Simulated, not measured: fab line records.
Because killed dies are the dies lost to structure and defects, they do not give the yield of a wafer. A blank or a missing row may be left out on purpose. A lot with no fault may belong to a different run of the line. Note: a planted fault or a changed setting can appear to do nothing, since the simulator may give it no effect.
Matching of chambers || flow sky130 || SKY_LI_CONTACT_ETCH_14 on rie_diel-02: 4 sister chambers
The step etches BARC in N2/H2, stops on SiO2, time 45.9 s, target depth 60 nm. 22 wafers are shown with their chamber, then 11 later ones without.

WAFERS PAIRED WITH THEIR CHAMBERS
{"wafer": "L076.3", "chamber": 0, "drypump_motor_current_A (A)": 5.4, "oes_product_au (a.u.)": 0.858, "throttle_valve_pct (%)": 13.235}
{"wafer": "L076.5", "chamber": 1, "drypump_motor_current_A (A)": 6.7, "oes_product_au (a.u.)": 0.856, "throttle_valve_pct (%)": 13.224}
{"wafer": "L076.6", "chamber": 3, "drypump_motor_current_A (A)": 6.0, "oes_product_au (a.u.)": 0.853, "throttle_valve_pct (%)": 13.231}
{"wafer": "L081.1", "chamber": 0, "drypump_motor_current_A (A)": 5.5, "oes_product_au (a.u.)": 0.848, "throttle_valve_pct (%)": 13.214}
{"wafer": "L081.2", "chamber": 2, "drypump_motor_current_A (A)": 5.9, "oes_product_au (a.u.)": 0.863, "throttle_valve_pct (%)": 13.233}
{"wafer": "L081.3", "chamber": 3, "drypump_motor_current_A (A)": 6.0, "oes_product_au (a.u.)": 0.858, "throttle_valve_pct (%)": 13.233}
{"wafer": "L081.4", "chamber": 1, "drypump_motor_current_A (A)": 6.7, "oes_product_au (a.u.)": 0.849, "throttle_valve_pct (%)": 13.226}
{"wafer": "L081.5", "chamber": 0, "drypump_motor_current_A (A)": 5.5, "oes_product_au (a.u.)": 0.850, "throttle_valve_pct (%)": 13.234}
{"wafer": "L081.6", "chamber": 1, "drypump_motor_current_A (A)": 6.7, "oes_product_au (a.u.)": 0.857, "throttle_valve_pct (%)": 13.231}
{"wafer": "L082.4", "chamber": 1, "drypump_motor_current_A (A)": 6.7, "oes_product_au (a.u.)": 0.863, "throttle_valve_pct (%)": 13.222}
{"wafer": "L082.5", "chamber": 0, "drypump_motor_current_A (A)": 5.4, "oes_product_au (a.u.)": 0.854, "throttle_valve_pct (%)": 13.234}
{"wafer": "L082.6", "chamber": 1, "drypump_motor_current_A (A)": 6.7, "oes_product_au (a.u.)": 0.854, "throttle_valve_pct (%)": 13.237}
{"wafer": "L083.1", "chamber": 0, "drypump_motor_current_A (A)": 5.4, "oes_product_au (a.u.)": 0.855, "throttle_valve_pct (%)": 13.234}
{"wafer": "L083.2", "chamber": 2, "drypump_motor_current_A (A)": 5.9, "oes_product_au (a.u.)": 0.862, "throttle_valve_pct (%)": 13.232}
{"wafer": "L083.3", "chamber": 1, "drypump_motor_current_A (A)": 6.7, "oes_product_au (a.u.)": 0.852, "throttle_valve_pct (%)": 13.237}
{"wafer": "L083.4", "chamber": 3, "drypump_motor_current_A (A)": 6.0, "oes_product_au (a.u.)": 0.849, "throttle_valve_pct (%)": 13.221}
{"wafer": "L083.5", "chamber": 0, "drypump_motor_current_A (A)": 5.5, "oes_product_au (a.u.)": 0.859, "throttle_valve_pct (%)": 13.216}
{"wafer": "L083.6", "chamber": 3, "drypump_motor_current_A (A)": 6.0, "oes_product_au (a.u.)": 0.856, "throttle_valve_pct (%)": 13.218}
{"wafer": "L086.3", "chamber": 0, "drypump_motor_current_A (A)": 5.5, "oes_product_au (a.u.)": 0.853, "throttle_valve_pct (%)": 13.226}
{"wafer": "L086.4", "chamber": 1, "drypump_motor_current_A (A)": 6.7, "oes_product_au (a.u.)": 0.851, "throttle_valve_pct (%)": 13.214}
{"wafer": "L086.6", "chamber": 1, "drypump_motor_current_A (A)": 6.7, "oes_product_au (a.u.)": 0.863, "throttle_valve_pct (%)": 13.223}
{"wafer": "L093.1", "chamber": 3, "drypump_motor_current_A (A)": 6.0, "oes_product_au (a.u.)": 0.848, "throttle_valve_pct (%)": 13.223}

SIGNATURES, as means of the wafers listed above
{"reading": "drypump_motor_current_A", "chamber 0": 5.457, "chamber 1": 6.700, "chamber 2": 5.900, "chamber 3": 6.000, "scatter within a chamber": 0.0309}
{"reading": "oes_product_au", "chamber 0": 0.85386, "chamber 1": 0.85562, "chamber 2": 0.86250, "chamber 3": 0.85280, "scatter within a chamber": 0.00448}
{"reading": "throttle_valve_pct", "chamber 0": 13.22757, "chamber 1": 13.22675, "chamber 2": 13.23250, "chamber 3": 13.22520, "scatter within a chamber": 0.00783}
Rule: a wafer's distance from a chamber is the root of the sum, over the readings, of the square of ((its reading less the chamber's mean) divided by the reading's scatter). If the next closest chamber is less than 2 further off than the closest, the wafer can't be placed; otherwise it belongs to the closest. The scatter: take each reading less its chamber's mean, square it, sum over the shown wafers, divide by the number of wafers less the number of chambers, and take the root.

WAFERS WHOSE CHAMBER IS MISSING
{"wafer": "L093.2", "drypump_motor_current_A (A)": 5.5, "oes_product_au (a.u.)": 0.853, "throttle_valve_pct (%)": 13.215}
{"wafer": "L093.3", "drypump_motor_current_A (A)": 5.9, "oes_product_au (a.u.)": 0.860, "throttle_valve_pct (%)": 13.216}
{"wafer": "L093.4", "drypump_motor_current_A (A)": 6.7, "oes_product_au (a.u.)": 0.853, "throttle_valve_pct (%)": 13.210}
{"wafer": "L093.5", "drypump_motor_current_A (A)": 5.5, "oes_product_au (a.u.)": 0.852, "throttle_valve_pct (%)": 13.233}
{"wafer": "L093.6", "drypump_motor_current_A (A)": 6.0, "oes_product_au (a.u.)": 0.855, "throttle_valve_pct (%)": 13.227}
{"wafer": "L096.1", "drypump_motor_current_A (A)": 5.4, "oes_product_au (a.u.)": 0.851, "throttle_valve_pct (%)": 13.215}
{"wafer": "L096.2", "drypump_motor_current_A (A)": 6.0, "oes_product_au (a.u.)": 0.855, "throttle_valve_pct (%)": 13.233}
{"wafer": "L096.3", "drypump_motor_current_A (A)": 5.9, "oes_product_au (a.u.)": 0.855, "throttle_valve_pct (%)": 13.229}
{"wafer": "L096.4", "drypump_motor_current_A (A)": 5.9, "oes_product_au (a.u.)": 0.851, "throttle_valve_pct (%)": 13.212}
{"wafer": "L096.5", "drypump_motor_current_A (A)": 6.0, "oes_product_au (a.u.)": 0.860, "throttle_valve_pct (%)": 13.224}
{"wafer": "L096.6", "drypump_motor_current_A (A)": 5.4, "oes_product_au (a.u.)": 0.858, "throttle_valve_pct (%)": 13.229}

WHICH CHAMBER EACH WENT THROUGH
{"wafer": "L093.2", "from the rows above": 0, "in truth": 0}
{"wafer": "L093.3", "from the rows above": "can't be placed: 2 or 3", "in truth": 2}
{"wafer": "L093.4", "from the rows above": 1, "in truth": 1}
{"wafer": "L093.5", "from the rows above": 0, "in truth": 0}
{"wafer": "L093.6", "from the rows above": 3, "in truth": 3}
{"wafer": "L096.1", "from the rows above": 0, "in truth": 0}
{"wafer": "L096.2", "from the rows above": 3, "in truth": 3}
{"wafer": "L096.3", "from the rows above": "can't be placed: 2 or 3", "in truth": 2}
{"wafer": "L096.4", "from the rows above": "can't be placed: 2 or 3", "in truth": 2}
{"wafer": "L096.5", "from the rows above": "can't be placed: 3 or 2", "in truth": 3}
{"wafer": "L096.6", "from the rows above": 0, "in truth": 0}
Correctly placed: 7 of 11. From these rows, 4 cannot be placed; in 4 the true chamber is one of the candidates. Wrongly placed: 0.
